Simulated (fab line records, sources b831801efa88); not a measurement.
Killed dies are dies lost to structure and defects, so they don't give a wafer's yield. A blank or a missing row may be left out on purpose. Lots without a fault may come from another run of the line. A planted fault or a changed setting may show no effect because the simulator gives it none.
One fault seen from 2 desks | flow sky130 | each desk has only its own numbers; what lay behind them comes last

THE TOOL OWNER'S DESK: rie_metal-02
The tool's own readings at SKY_METAL1_METAL_ETCH_19 (etches the open film in Cl2/BCl3, stops on SiO2, target depth 360 nm, time 78 s): means of the sampled wafers that have a number, for each lot that ran on this tool. A lot is out of limits, marked OUT, if its mean lies more than 4 standard deviations from the usual mean; the brackets give that distance.
Columns: A = drypump_motor_current_A at SKY_METAL1_METAL_ETCH_19, usual 6.1 A; B = he_backside_leak_sccm at SKY_METAL1_METAL_ETCH_19, usual 3.3 sccm; C = oes_product_au at SKY_METAL1_METAL_ETCH_19, usual 0.854 a.u.; D = throttle_valve_pct at SKY_METAL1_METAL_ETCH_19, usual 22.264 %
lot  | first seen here | A   | B   | C                | D
L929 | day 33 06:38    | 6.3 | 3.4 | 0.852            | 22.262
L934 | day 34 17:30    | 6.3 | 3.3 | 0.853            | 22.256
L941 | day 37 06:25    | 6.0 | 2.9 | 0.817 (-6.5) OUT | 22.258
L943 | day 37 18:42    | 6.0 | 3.0 | 0.803 (-9.0) OUT | 22.268
This desk's finding: out of limits on L941, L943; first on L941, day 37 06:25 (oes_product_au at SKY_METAL1_METAL_ETCH_19). In limits: L929, L934.

THE METROLOGY DESK
What the gauges read, lot by lot, whatever tool the lot ran on: means of the sampled wafers that have a number. A lot is out of limits, marked OUT, if its mean lies more than 4 standard deviations from the usual mean; the brackets give that distance.
Columns: A = FIELD_ISO_OXIDATION_00_THK at SKY_FIELD_ISO_THK_MEAS_02, usual 12.03 nm; B = PWDE_TW at SKY_PWDE_TW_MEAS_10, usual 373.8
lot  | first seen here | A     | B
L928 | day 1 12:34     | 12.07 | 375.9
L929 | day 1 16:38     | 12.24 | 370.8
L931 | day 2 02:38     | 11.86 | 375.2
L933 | day 2 13:34     | 12.08 | 378.3
L934 | day 2 19:37     | 11.64 | 375.3
L941 | day 4 04:40     | 12.21 | 371.5
L943 | day 4 18:18     | 11.91 | 369.4
L945 | day 5 01:09     | 12.30 | 371.3
L947 | day 5 13:09     | 11.95 | 372.3
L948 | day 5 16:08     | 11.80 | 374.1
L951 | day 6 06:38     | 11.76 | 374.0
This desk's finding: nothing out of limits on any of the 11 lots.

PUT TOGETHER
The tool owner's desk could have raised an alarm at day 37 06:25, on L941, L943.
The metrology desk saw nothing out of limits.
The metrology desk has L941, L943 on record, within its limits.
Of the lots named, all ran SKY_METAL1_METAL_ETCH_19 on rie_metal-02.

WHAT THE SIMULATOR HAD PUT IN
Process parameter drift: rie_metal-02, from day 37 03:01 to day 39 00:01, at SKY_METAL1_METAL_ETCH_19. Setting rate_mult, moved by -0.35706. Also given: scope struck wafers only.
Lots struck among those shown: L941, L943.
Hours from the fault's start to each desk's first reading out of limits: the tool owner's desk, 3.
